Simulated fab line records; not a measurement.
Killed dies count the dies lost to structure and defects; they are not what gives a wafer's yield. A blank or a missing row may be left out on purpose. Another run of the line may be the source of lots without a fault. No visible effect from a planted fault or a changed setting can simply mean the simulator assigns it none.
fab line records	flow sky130
record lots=12	wafers=36	last-day=50
route steps=708 shown METAL2@484 VIA2@509 CAPM@537 METAL3@567 PAD_OPEN@708
lots with no fault: from the same line, run without faults
start-h: the number of hours between the record's first day and the start of the first shown wafer of the lot	wait-h: how many hours have passed since the lot's step before this one	" repeats the value in the row above	L1.1+2: a single row standing in for several wafers	- no value, or no start was given	* or withheld: withheld	< > ~ a bound
route shown NAME@n: NAME is a module with steps in the file, n the number in the route of the first one	usual: mean and standard deviation over wafers with no fault	same: alike in all rows	chamber/n: place in a boat	sites: the reading at each site	_std_site: the values' standard deviation	_edge_site: the outer-site mean with the inner-site mean subtracted	radius-mm: for every site, how far away it sits from the centre of the wafer	mask NAME#n: copy n	behind: the tool/chamber that last shaped the wafer	hold: reason for holding the lot/hours on hold/outcome of the hold	device: names the non-switching transistor (n, p or np)	end of line: the tests these same wafers got at the end of their route	a step with no rows: only its recipe	killed: dies that structure and defects cost at the first sort, which is not the same as the wafer's yield	map: dies across one wafer; x = killed, . = not, _ = none there
set.NAME: setting as actually run; set.NAME@STEP: the setting as run at that earlier step	model.NAME: the simulator's own value behind a step, which no gauge read
a sample of lots followed through the steps of the route, with each step as a table and each wafer as a row
services: when a tool's chamber went out of use (start-h, in hours from the record's first day, below 0 if earlier), for how many hours, and the reason
## steps
# step SKY_METAL2_SPUTTER_01
# recipe material=TiN	target-thk-nm=20	power-w=6500	time-s=16.7	chamber-pressure-pa=0.4
# usual throttle-valve-pct=29.8/0.68
lot.wafer	tool	chamber	start-h	wait-h	throttle-valve-pct
L807.1	pvd-sputter-01	-	808.71	0.0	29.2
L807.3	"	-	"	"	29.9
L807.5	"	-	"	"	30.2
L808.3	pvd-sputter-03	-	814.98	0.0	30.5
L808.4	"	-	"	"	29.0
L808.6	"	-	"	"	28.6
L811.3	pvd-sputter-03	-	833.53	0.0	29.1
L811.4	"	-	"	"	29.8
L811.5	"	-	"	"	29.6
L815.1	pvd-sputter-03	-	861.59	0.0	28.5
L815.4	"	-	"	"	30.6
L815.6	"	-	"	"	28.7
L817.1	pvd-sputter-01	-	874.24	0.0	28.8
L817.2	"	-	"	"	30.1
L817.6	"	-	"	"	30.0
L818.2	pvd-sputter-01	-	888.72	0.0	28.9
L818.4	"	-	"	"	30.3
L818.6	"	-	"	"	29.1
L824.1	pvd-sputter-03	-	921.33	0.0	28.9
L824.2	"	-	"	"	29.9
L824.6	"	-	"	"	29.8
L825.1	pvd-sputter-02	-	937.97	0.0	30.7
L825.2	"	-	"	"	30.0
L825.6	"	-	"	"	30.1
L826.1	pvd-sputter-02	-	941.53	0.0	29.9
L826.2	"	-	"	"	30.7
L826.5	"	-	"	"	30.0
L827.1	pvd-sputter-03	-	945.01	0.0	30.5
L827.2	"	-	"	"	28.5
L827.5	"	-	"	"	28.6
L828.3	pvd-sputter-03	-	953.69	0.0	29.8
L828.4	"	-	"	"	30.6
L828.6	"	-	"	"	28.9
L829.1	pvd-sputter-01	-	958.67	0.0	30.3
L829.3	"	-	"	"	29.9
L829.5	"	-	"	"	30.0
# step SKY_VIA2_CMP_02
# recipe material=SiO2	down-force-psi=4	platen-rpm=60	pad-velocity-m-s=0.94248
# usual motor-current-A=11.3/0.8
lot.wafer	tool	chamber	start-h	wait-h	motor-current-A
L807.3	cmp-01	2	836.87	0.1	11.8
L807.1	"	0	"	"	11.4
L807.5	"	2	"	"	10.9
L808.3	cmp-01	1	842.81	0.0	12.0
L808.4	"	2	"	"	11.6
L808.6	"	1	"	"	12.0
L811.3	cmp-01	2	860.99	0.1	11.6
L811.4	"	3	"	"	12.2
L811.5	"	1	"	"	11.6
L815.4	cmp-02	1	888.82	0.0	11.5
L815.1	"	2	"	"	10.0
L815.6	"	2	"	"	11.2
L817.1	cmp-01	0	900.99	0.1	10.7
L817.2	"	1	"	"	12.7
L817.6	"	3	"	"	12.6
L818.4	cmp-02	1	915.62	0.4	11.8
L818.2	"	3	"	"	10.2
L818.6	"	1	"	"	12.3
L824.2	cmp-01	2	946.91	0.0	11.3
L824.1	"	1	"	"	12.1
L824.6	"	2	"	"	10.6
L825.2	cmp-02	2	964.07	0.0	10.4
L825.1	"	3	"	"	10.4
L825.6	"	2	"	"	10.7
L826.2	cmp-01	0	967.42	0.1	11.1
L826.1	"	1	"	"	12.3
L826.5	"	3	"	"	12.4
L827.2	cmp-01	3	970.98	0.1	11.7
L827.1	"	0	"	"	11.2
L827.5	"	2	"	"	10.9
L828.3	cmp-02	1	979.04	0.0	11.9
L828.4	"	2	"	"	10.9
L828.6	"	2	"	"	10.2
L829.1	cmp-02	0	983.80	0.1	11.5
L829.3	"	2	"	"	10.1
L829.5	"	3	"	"	10.0
# step SKY_CAPM_CVD_00
# recipe material=SiO2	target-thk-nm=15.5	temp-c=400	time-s=withheld	rf-w=450
# usual heater-power-w=692/72	susceptor-temp-C=399.99/0.23
lot.wafer	tool	chamber	start-h	wait-h	heater-power-w	susceptor-temp-C
L807.1	pecvd-01	1	864.92	0.0	663	399.86
L807.3	"	0	"	"	641	400.20
L807.5	"	0	"	"	638	400.24
L808.3	pecvd-01	2	870.58	0.0	616	400.05
L808.4	"	1	"	"	744	399.98
L808.6	"	0	"	"	716	399.72
L811.3	pecvd-04	0	888.94	0.0	770	400.16
L811.4	"	2	"	"	782	399.82
L811.5	"	1	"	"	648	400.15
L815.1	pecvd-04	0	916.33	0.0	731	400.02
L815.4	"	1	"	"	646	400.16
L815.6	"	2	"	"	713	399.71
L817.1	pecvd-04	0	927.52	0.0	773	400.09
L817.2	"	2	"	"	788	400.04
L817.6	"	1	"	"	757	399.90
L818.2	pecvd-04	1	942.69	0.0	733	399.67
L818.4	"	2	"	"	750	400.41
L818.6	"	0	"	"	725	399.85
L824.1	pecvd-01	2	973.01	0.0	615	400.18
L824.2	"	0	"	"	765	400.00
L824.6	"	2	"	"	500	399.86
L825.1	pecvd-01	0	990.32	0.0	703	400.21
L825.2	"	2	"	"	548	400.18
L825.6	"	1	"	"	651	400.27
L826.1	pecvd-02	2	993.29	0.0	645	399.89
L826.2	"	1	"	"	659	399.66
L826.5	"	1	"	"	662	400.15
L827.1	pecvd-01	2	996.97	0.0	550	399.95
L827.2	"	0	"	"	755	400.01
L827.5	"	1	"	"	724	400.29
L828.3	pecvd-01	0	1004.41	0.0	782	400.17
L828.4	"	2	"	"	608	400.26
L828.6	"	2	"	"	626	400.50
L829.1	pecvd-02	2	1009.12	0.0	683	399.65
L829.3	"	0	"	"	736	399.86
L829.5	"	1	"	"	756	399.72
# step SKY_CAPM_THK_MEAS_01
# recipe reads=SiO2_of_CAPM_CVD_00
# usual CAPM_CVD_00_THK=15.54/0.22
lot.wafer	tool	chamber	start-h	wait-h	CAPM_CVD_00_THK[nm]
L807.1	film-metro-03	-	864.94	-	15.69
L807.3	"	-	"	"	15.64
L807.5	"	-	"	"	15.87
L808.3	film-metro-04	-	870.62	-	15.38
L808.4	"	-	"	"	15.69
L808.6	"	-	"	"	15.78
L811.3	film-metro-02	-	888.98	-	15.52
L811.4	"	-	"	"	15.91
L811.5	"	-	"	"	15.78
L815.1	film-metro-03	-	916.35	-	15.08
L815.4	"	-	"	"	11.68
L815.6	"	-	"	"	15.72
L817.1	film-metro-02	-	927.54	-	15.20
L817.2	"	-	"	"	15.35
L817.6	"	-	"	"	11.53
L818.2	film-metro-04	-	942.72	-	11.85
L818.4	"	-	"	"	15.80
L818.6	"	-	"	"	15.86
L824.1	film-metro-04	-	973.04	-	15.50
L824.2	"	-	"	"	15.32
L824.6	"	-	"	"	15.62
L825.1	film-metro-02	-	990.35	-	15.49
L825.2	"	-	"	"	15.42
L825.6	"	-	"	"	15.90
L826.1	film-metro-03	-	993.31	-	15.69
L826.2	"	-	"	"	15.05
L826.5	"	-	"	"	15.33
L827.1	film-metro-02	-	996.99	-	15.75
L827.2	"	-	"	"	15.66
L827.5	"	-	"	"	16.05
L828.3	film-metro-03	-	1004.45	-	15.47
L828.4	"	-	"	"	15.60
L828.6	"	-	"	"	15.65
L829.1	film-metro-03	-	1009.14	-	15.76
L829.3	"	-	"	"	15.40
L829.5	"	-	"	"	15.45
# step SKY_CAPM_RS_MEAS_03
# recipe thk-meas-gauge=four-point-probe	reads=TiN_of_CAPM_SPUTTER_02
# usual CAPM_TIN_RS=6.91/0.062
lot.wafer	tool	chamber	start-h	wait-h	CAPM_TIN_RS[ohm/sq]
L807.1	film-metro-04	-	865.11	0.1	6.89
L807.3	"	-	"	"	6.91
L807.5	"	-	"	"	6.99
L808.3	film-metro-02	-	870.81	0.1	6.86
L808.4	"	-	"	"	6.89
L808.6	"	-	"	"	6.82
L811.3	film-metro-03	-	889.17	0.1	6.81
L811.4	"	-	"	"	6.91
L811.5	"	-	"	"	6.96
L815.1	film-metro-02	-	916.52	0.1	6.86
L815.4	"	-	"	"	6.86
L815.6	"	-	"	"	6.93
L817.1	film-metro-03	-	927.71	0.1	6.96
L817.2	"	-	"	"	6.88
L817.6	"	-	"	"	6.85
L818.2	film-metro-03	-	942.90	0.1	6.95
L818.4	"	-	"	"	6.98
L818.6	"	-	"	"	6.93
L824.1	film-metro-02	-	973.21	0.1	7.01
L824.2	"	-	"	"	6.92
L824.6	"	-	"	"	7.06
L825.1	film-metro-02	-	990.52	0.1	7.00
L825.2	"	-	"	"	6.99
L825.6	"	-	"	"	6.98
L826.1	film-metro-02	-	993.48	0.1	7.00
L826.2	"	-	"	"	6.93
L826.5	"	-	"	"	6.97
L827.1	film-metro-03	-	997.16	0.1	6.96
L827.2	"	-	"	"	6.88
L827.5	"	-	"	"	6.95
L828.3	film-metro-04	-	1004.64	0.1	6.95
L828.4	"	-	"	"	6.90
L828.6	"	-	"	"	6.84
L829.1	film-metro-04	-	1009.31	0.1	6.82
L829.3	"	-	"	"	6.86
L829.5	"	-	"	"	6.85
# step SKY_METAL3_ETCH_17
# recipe target=SiO2	stop-on=TiN	chemistry=C4F8/O2/Ar	source-w=1500	bias-w=1200	pressure-mtorr=40	c4f8-flow-sccm=withheld	O2_flow_sccm=6	Ar_flow_sccm=300	time-s=3.9	target-depth-a=150
# usual bias-w=1201/3.9	oes-product-au=0.755/0.0069
lot.wafer	tool	chamber	start-h	wait-h	bias-w	oes-product-au
L807.1	rie-diel-03	1	917.48	0.1	1203	0.751
L807.3	"	0	"	"	1202	0.753
L807.5	"	1	"	"	1198	0.760
L808.3	rie-diel-03	3	921.93	0.0	1197	0.758
L808.4	"	1	"	"	1206	0.752
L808.6	"	3	"	"	1197	0.761
L811.3	rie-diel-03	3	939.33	0.0	1208	0.750
L811.4	"	1	"	"	1201	0.765
L811.5	"	1	"	"	1202	0.767
L815.1	rie-diel-04	2	966.08	0.1	1201	0.745
L815.4	"	1	"	"	1198	0.656
L815.6	"	0	"	"	1203	0.757
L817.1	rie-diel-01	0	977.06	0.1	1201	0.749
L817.2	"	3	"	"	1196	0.753
L817.6	"	0	"	"	1199	0.658
L818.2	rie-diel-03	2	991.03	0.1	1203	0.661
L818.4	"	0	"	"	1191	0.759
L818.6	"	1	"	"	1202	0.760
L824.1	rie-diel-04	3	1020.93	0.1	1199	0.761
L824.2	"	0	"	"	1198	0.759
L824.6	"	2	"	"	1207	0.754
L825.1	rie-diel-01	3	1036.58	0.1	1198	0.752
L825.2	"	2	"	"	1201	0.748
L825.6	"	3	"	"	1198	0.766
L826.1	rie-diel-04	2	1040.81	0.1	1202	0.762
L826.2	"	0	"	"	1203	0.749
L826.5	"	3	"	"	1204	0.749
L827.1	rie-diel-03	1	1044.16	0.1	1204	0.766
L827.2	"	3	"	"	1205	0.757
L827.5	"	3	"	"	1199	0.770
L828.3	rie-diel-03	2	1050.38	0.0	1192	0.759
L828.4	"	0	"	"	1202	0.756
L828.6	"	0	"	"	1198	0.759
L829.1	rie-diel-01	0	1054.98	0.1	1198	0.763
L829.3	"	3	"	"	1202	0.753
L829.5	"	1	"	"	1196	0.758
# step SKY_PAD_OPEN_PROBE_99
# usual defect-limited-yield=82.3/2	killed_at_M0_to_M3=44/7	killed_at_M4_up=3.1/1.8	killed-at-contacts=25/5.1	killed-at-front-end=15/4.3	killed-at-other=0.3/0.61	killed-dies=87/9.8	killed-on-rim=17/3.9	killed-open=48/7	killed-short=38/6.3
# same gross-dies=492	killed-at-back-side=0
lot.wafer	tool	chamber	start-h	wait-h	defect-limited-yield[%]	killed_at_M0_to_M3	killed_at_M4_up	killed-at-contacts	killed-at-front-end	killed-at-other	killed-dies	killed-on-rim	killed-open	killed-short
L807.1	prober-01	-	1090.00	0.1	79.3	55	4	28	15	0	102	19	59	43
L807.3	prober-01	-	1090.10	0.2	80.7	50	5	23	17	0	95	20	54	41
L807.5	prober-01	-	1090.20	0.2	81.9	42	2	26	19	0	89	19	42	47
L808.3	prober-02	-	1091.94	0.2	82.7	49	1	26	9	0	85	20	49	36
L808.4	prober-02	-	1091.99	0.2	84.3	33	4	29	11	0	77	18	41	35
L808.6	prober-02	-	1092.09	0.2	85.4	36	2	18	16	0	72	13	37	35
L811.3	prober-01	-	1105.71	0.2	81.7	45	2	30	13	0	90	28	45	45
L811.4	prober-01	-	1105.76	0.2	85.8	33	4	17	16	0	70	15	40	30
L811.5	prober-01	-	1105.81	0.2	82.3	41	3	29	14	0	87	20	49	37
L815.1	prober-01	-	1129.46	0.1	85.2	38	2	22	11	0	73	10	39	34
L815.4	prober-01	-	1129.61	0.2	78.9	69	1	17	17	0	104	21	61	43
L815.6	prober-01	-	1129.71	0.2	82.9	43	6	19	15	1	84	13	46	37
L817.1	prober-01	-	1138.25	0.1	79.1	51	5	30	17	0	103	20	58	44
L817.2	prober-01	-	1138.30	0.1	82.1	43	6	23	16	0	88	13	48	39
L817.6	prober-01	-	1138.50	0.2	81.5	42	4	31	14	0	91	16	52	38
L818.2	prober-02	-	1149.31	0.1	82.5	50	2	22	11	1	86	15	56	30
L818.4	prober-02	-	1149.41	0.2	82.3	46	3	22	16	0	87	17	46	41
L818.6	prober-02	-	1149.51	0.2	86.4	38	2	15	12	0	67	14	31	36
L824.1	prober-02	-	1172.19	0.1	84.1	40	1	20	17	0	78	14	51	27
L824.2	prober-02	-	1172.24	0.1	78.7	51	2	39	13	0	105	19	62	43
L824.6	prober-02	-	1172.44	0.2	87.2	30	4	19	10	0	63	13	37	26
L825.1	prober-01	-	1182.59	0.1	80.7	44	4	27	18	2	95	12	52	43
L825.2	prober-01	-	1182.64	0.1	83.3	41	5	26	10	0	82	12	42	40
L825.6	prober-01	-	1182.84	0.2	83.3	43	1	20	18	0	82	16	45	37
L826.1	prober-02	-	1186.00	0.1	82.5	41	5	24	16	0	86	23	45	41
L826.2	prober-02	-	1186.05	0.1	82.5	39	4	25	17	1	86	16	44	42
L826.5	prober-02	-	1186.20	0.2	83.9	32	3	24	20	0	79	13	45	34
L827.1	prober-01	-	1189.62	0.1	87.0	40	5	14	5	0	64	13	35	29
L827.2	prober-01	-	1189.67	0.1	81.7	50	2	19	19	0	90	12	47	43
L827.5	prober-01	-	1189.82	0.2	80.9	46	8	25	15	0	94	18	52	42
L828.3	prober-02	-	1193.79	0.2	78.7	58	3	27	17	0	105	17	54	50
L828.4	prober-02	-	1193.84	0.2	84.6	41	2	22	11	0	76	15	44	32
L828.6	prober-02	-	1193.94	0.2	82.3	52	5	21	9	0	87	16	60	27
L829.1	prober-01	-	1196.04	0.1	80.3	48	3	29	16	1	97	23	53	44
L829.3	prober-01	-	1196.14	0.2	79.7	47	4	34	15	0	100	19	58	40
L829.5	prober-01	-	1196.24	0.2	84.6	35	5	24	12	0	76	15	45	30
# killed by level:class
L807.1 VIA1:geometric-particle:open=14 METAL1:geometric-particle:short=10 CONTACT:geometric-particle:open=9 LI_CONTACT:geometric-particle:open=8 VIA3:geometric-particle:open=8 VIA2:geometric-particle:open=7 FIELD_ISO:geometric-particle:open=5 FIELD_ISO:geometric-particle:short=4
L807.3 VIA1:geometric-particle:open=19 METAL1:geometric-particle:short=9 LI_CONTACT:geometric-particle:open=8 CONTACT:geometric-particle:open=8 FIELD_ISO:geometric-particle:open=7 CONTACT:geometric-particle:short=6 VIA1:geometric-particle:short=6 METAL2:geometric-particle:short=6
L807.5 VIA3:geometric-particle:open=8 VIA1:geometric-particle:open=8 POLY_GATE:geometric-particle:open=7 LI_CONTACT:geometric-particle:short=7 CONTACT:geometric-particle:open=6 CONTACT:geometric-particle:short=6 VIA1:geometric-particle:short=5 POLY_GATE:geometric-particle:short=4
L808.3 LI_CONTACT:geometric-particle:open=12 VIA1:geometric-particle:open=12 METAL2:geometric-particle:short=6 VIA2:geometric-particle:open=6 VIA3:geometric-particle:open=6 LOCAL_INTERCONNECT:geometric-particle:short=5 VIA3:geometric-particle:short=5 POLY_GATE:geometric-particle:open=4
L808.4 LOCAL_INTERCONNECT:geometric-particle:short=8 VIA1:geometric-particle:open=7 LI_CONTACT:geometric-particle:open=6 CONTACT:geometric-particle:open=6 VIA2:geometric-particle:open=5 VIA3:geometric-particle:open=5 METAL1:geometric-particle:open=4 METAL1:geometric-particle:short=4
L808.6 VIA1:geometric-particle:open=11 LI_CONTACT:geometric-particle:open=7 FIELD_ISO:geometric-particle:short=6 METAL1:geometric-particle:short=4 METAL2:geometric-particle:short=4 VIA3:geometric-particle:open=4 LOCAL_INTERCONNECT:geometric-particle:open=3 POLY_GATE:geometric-particle:short=3
L811.3 CONTACT:geometric-particle:open=13 METAL2:geometric-particle:short=9 VIA2:geometric-particle:open=7 FIELD_ISO:geometric-particle:short=6 VIA3:geometric-particle:open=6 CONTACT:geometric-particle:short=6 VIA1:geometric-particle:short=6 VIA1:geometric-particle:open=6
L811.4 VIA1:geometric-particle:open=7 CONTACT:geometric-particle:open=6 VIA3:geometric-particle:open=6 FIELD_ISO:geometric-particle:open=5 VIA3:geometric-particle:short=5 LI_CONTACT:geometric-particle:open=4 SPACER:geometric-particle:open=3 LOCAL_INTERCONNECT:geometric-particle:short=3
L811.5 CONTACT:geometric-particle:open=10 VIA1:geometric-particle:open=10 LOCAL_INTERCONNECT:geometric-particle:short=9 VIA3:geometric-particle:open=8 METAL2:geometric-particle:short=7 FIELD_ISO:geometric-particle:open=5 LI_CONTACT:geometric-particle:open=5 VIA1:geometric-particle:short=4
L815.1 VIA1:geometric-particle:open=11 CONTACT:geometric-particle:short=7 VIA1:geometric-particle:short=7 VIA2:geometric-particle:short=7 CONTACT:geometric-particle:open=6 LI_CONTACT:geometric-particle:open=4 METAL2:geometric-particle:short=4 SPACER:geometric-particle:open=3
L815.4 VIA1:geometric-particle:open=21 VIA3:geometric-particle:open=12 VIA2:geometric-particle:open=10 VIA2:geometric-particle:short=7 VIA1:geometric-particle:short=7 CONTACT:geometric-particle:open=6 POLY_GATE:geometric-particle:short=5 METAL2:geometric-particle:short=5
L815.6 VIA2:geometric-particle:open=12 VIA1:geometric-particle:open=8 LI_CONTACT:geometric-particle:open=7 VIA1:geometric-particle:short=7 CONTACT:geometric-particle:open=6 FIELD_ISO:geometric-particle:short=5 POLY_GATE:geometric-particle:short=4 VIA2:geometric-particle:short=4
L817.1 VIA1:geometric-particle:open=14 CONTACT:geometric-particle:open=11 LI_CONTACT:geometric-particle:open=8 VIA2:geometric-particle:open=6 LI_CONTACT:geometric-particle:short=5 VIA2:geometric-particle:short=5 FIELD_ISO:geometric-particle:open=4 METAL1:geometric-particle:short=4
L817.2 CONTACT:geometric-particle:open=14 VIA1:geometric-particle:open=10 VIA3:geometric-particle:open=6 METAL1:geometric-particle:short=5 VIA2:geometric-particle:open=5 FIELD_ISO:geometric-particle:short=4 POLY_GATE:geometric-particle:open=4 METAL4:geometric-particle:short=4
L817.6 VIA1:geometric-particle:open=12 LI_CONTACT:geometric-particle:open=10 VIA2:geometric-particle:open=8 CONTACT:geometric-particle:open=7 CONTACT:geometric-particle:short=6 VIA3:geometric-particle:open=4 FIELD_ISO:geometric-particle:open=4 VIA1:geometric-particle:short=4
L818.2 VIA1:geometric-particle:open=19 CONTACT:geometric-particle:open=8 VIA3:geometric-particle:open=8 LI_CONTACT:geometric-particle:open=7 METAL1:geometric-particle:short=7 METAL2:geometric-particle:short=5 POLY_GATE:geometric-particle:open=4 CONTACT:geometric-particle:short=4
L818.4 VIA1:geometric-particle:open=15 CONTACT:geometric-particle:open=9 METAL2:geometric-particle:short=9 VIA1:geometric-particle:short=8 FIELD_ISO:geometric-particle:open=5 LOCAL_INTERCONNECT:geometric-particle:short=5 CONTACT:geometric-particle:short=4 POLY_GATE:geometric-particle:open=3
L818.6 VIA1:geometric-particle:open=8 VIA3:geometric-particle:open=7 METAL1:geometric-particle:short=5 VIA3:geometric-particle:short=5 VIA1:geometric-particle:short=4 METAL2:geometric-particle:short=4 FIELD_ISO:geometric-particle:open=3 FIELD_ISO:geometric-particle:short=3
L824.1 LI_CONTACT:geometric-particle:open=8 VIA2:geometric-particle:open=8 FIELD_ISO:geometric-particle:open=7 VIA3:geometric-particle:open=7 CONTACT:geometric-particle:open=7 VIA1:geometric-particle:open=6 VIA1:geometric-particle:short=6 CONTACT:geometric-particle:short=4
L824.2 VIA1:geometric-particle:open=14 VIA2:geometric-particle:open=12 CONTACT:geometric-particle:open=11 LI_CONTACT:geometric-particle:open=9 LI_CONTACT:geometric-particle:short=8 METAL2:geometric-particle:short=7 CONTACT:geometric-particle:short=6 POLY_GATE:geometric-particle:open=4
L824.6 VIA1:geometric-particle:open=10 CONTACT:geometric-particle:open=7 LI_CONTACT:geometric-particle:open=6 FIELD_ISO:geometric-particle:short=4 CONTACT:geometric-particle:short=4 VIA1:geometric-particle:short=4 VIA2:geometric-particle:open=4 VIA3:geometric-particle:open=4
L825.1 LI_CONTACT:geometric-particle:open=12 CONTACT:geometric-particle:open=8 POLY_GATE:geometric-particle:open=7 VIA3:geometric-particle:short=6 VIA2:geometric-particle:open=6 VIA3:geometric-particle:open=6 VIA2:geometric-particle:short=5 VIA1:geometric-particle:open=4
L825.2 METAL2:geometric-particle:short=8 CONTACT:geometric-particle:open=8 VIA3:geometric-particle:open=7 LI_CONTACT:geometric-particle:short=6 LI_CONTACT:geometric-particle:open=6 VIA1:geometric-particle:open=5 VIA2:geometric-particle:open=4 VIA2:geometric-particle:short=4
L825.6 VIA1:geometric-particle:open=13 METAL2:geometric-particle:short=8 CONTACT:geometric-particle:open=6 VIA3:geometric-particle:open=6 LI_CONTACT:geometric-particle:open=5 POLY_GATE:geometric-particle:open=4 LI_CONTACT:geometric-particle:short=4 CONTACT:geometric-particle:short=4
L826.1 VIA1:geometric-particle:open=10 METAL2:geometric-particle:short=8 LI_CONTACT:geometric-particle:open=7 VIA3:geometric-particle:open=7 CONTACT:geometric-particle:short=6 CONTACT:geometric-particle:open=6 METAL1:geometric-particle:short=6 POLY_GATE:geometric-particle:short=5
L826.2 VIA1:geometric-particle:open=11 CONTACT:geometric-particle:open=8 VIA2:geometric-particle:open=8 METAL2:geometric-particle:short=6 POLY_GATE:geometric-particle:short=6 LOCAL_INTERCONNECT:geometric-particle:short=6 FIELD_ISO:geometric-particle:open=4 LI_CONTACT:geometric-particle:short=4
L826.5 CONTACT:geometric-particle:open=12 LI_CONTACT:geometric-particle:open=6 METAL1:geometric-particle:short=6 VIA2:geometric-particle:open=6 VIA3:geometric-particle:open=5 FIELD_ISO:geometric-particle:short=4 POLY_GATE:geometric-particle:short=4 VIA3:geometric-particle:short=4
L827.1 VIA1:geometric-particle:open=13 METAL2:geometric-particle:short=10 LI_CONTACT:geometric-particle:open=8 VIA3:geometric-particle:open=7 METAL4:geometric-particle:short=4 POLY_GATE:geometric-particle:open=3 METAL1:geometric-particle:short=3 POLY_GATE:geometric-particle:short=2
L827.2 VIA1:geometric-particle:open=11 VIA3:geometric-particle:open=8 FIELD_ISO:geometric-particle:open=7 VIA1:geometric-particle:short=7 CONTACT:geometric-particle:open=6 METAL2:geometric-particle:short=5 CONTACT:geometric-particle:short=4 METAL1:geometric-particle:short=4
L827.5 VIA1:geometric-particle:open=10 CONTACT:geometric-particle:open=9 LI_CONTACT:geometric-particle:open=8 METAL2:geometric-particle:short=7 VIA3:geometric-particle:open=7 VIA2:geometric-particle:open=5 METAL4:geometric-particle:short=5 FIELD_ISO:geometric-particle:open=4
L828.3 VIA1:geometric-particle:open=16 METAL1:geometric-particle:short=10 VIA3:geometric-particle:open=9 CONTACT:geometric-particle:open=8 LI_CONTACT:geometric-particle:open=7 FIELD_ISO:geometric-particle:short=5 LI_CONTACT:geometric-particle:short=4 CONTACT:geometric-particle:short=4
L828.4 VIA1:geometric-particle:open=14 CONTACT:geometric-particle:open=8 LI_CONTACT:geometric-particle:open=7 VIA3:geometric-particle:open=6 VIA1:geometric-particle:short=5 POLY_GATE:geometric-particle:short=3 LOCAL_INTERCONNECT:geometric-particle:short=3 VIA3:geometric-particle:short=3
L828.6 VIA1:geometric-particle:open=15 VIA2:geometric-particle:open=13 VIA3:geometric-particle:open=10 CONTACT:geometric-particle:open=9 LI_CONTACT:geometric-particle:open=5 VIA1:geometric-particle:short=4 CONTACT:geometric-particle:short=3 METAL4:geometric-particle:short=3
L829.1 LI_CONTACT:geometric-particle:open=11 VIA1:geometric-particle:open=11 CONTACT:geometric-particle:open=10 VIA2:geometric-particle:open=9 METAL3:geometric-particle:short=8 FIELD_ISO:geometric-particle:short=5 POLY_GATE:geometric-particle:short=5 VIA3:geometric-particle:short=5
L829.3 LI_CONTACT:geometric-particle:open=14 VIA2:geometric-particle:open=10 VIA3:geometric-particle:open=9 METAL1:geometric-particle:short=7 VIA1:geometric-particle:open=7 FIELD_ISO:geometric-particle:open=5 LOCAL_INTERCONNECT:geometric-particle:short=5 CONTACT:geometric-particle:open=5
L829.5 LI_CONTACT:geometric-particle:open=8 VIA2:geometric-particle:open=8 CONTACT:geometric-particle:short=6 CONTACT:geometric-particle:open=6 VIA1:geometric-particle:open=6 METAL1:geometric-particle:short=5 POLY_GATE:geometric-particle:open=4 POLY_GATE:geometric-particle:short=3
## services
tool	chamber	start-h	hours	kind
cmp-01	-	786.76	5.6	pm
pvd-sputter-01	-	789.20	3.5	repair
pecvd-01	-	802.31	1.8	repair
cmp-02	-	808.72	0.5	repair
rie-diel-03	0	810.73	6.6	repair
pecvd-04	1	824.64	8.5	repair
pvd-sputter-01	-	833.08	3.0	repair
cmp-02	-	868.17	3.4	repair
cmp-02	-	891.51	14.8	pm
rie-diel-03	3	901.63	19.9	repair
cmp-01	-	912.00	4.0	pm
pecvd-01	-	928.00	28.7	repair
pecvd-04	2	930.14	9.1	repair
pecvd-04	-	933.86	5.5	pm
pecvd-04	2	945.58	5.0	repair
pecvd-04	1	964.49	5.8	repair
pecvd-04	-	976.43	1.3	repair
pecvd-01	-	978.13	6.0	pm
cmp-02	-	1004.17	2.8	repair
pvd-sputter-03	-	1023.47	59.0	repair
rie-diel-03	-	1031.98	0.4	repair
cmp-01	-	1033.35	2.7	repair
cmp-01	-	1035.60	2.1	repair
cmp-02	-	1038.21	4.4	pm
## key
first-sign step=SKY_CAPM_THK_MEAS_01	reading=CAPM_CVD_00_THK	direction=down	sigmas=17	usual=15.54	struck=11.69
effect step=SKY_METAL3_ETCH_17	reading=oes-product-au	direction=down	sigmas=14	usual=0.755	struck=0.659
met-at SKY_CAPM_CVD_00
struck-lots L815,L817,L818
struck-wafers L815.4,L817.6,L818.2
not-acting-at SKY_METAL2_SPUTTER_01,SKY_VIA2_CMP_02,SKY_CAPM_RS_MEAS_03
onset-between 888.94 916.33
fault kind=process-parameter-drift	tool=pecvd-04	chamber=1	onset-h=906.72	steps=SKY_CAPM_CVD_00	channel=target-thk-nm	offset=-3.8783	shape=step	end-h=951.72	acts-in=these-recipes-only	stated=15.5
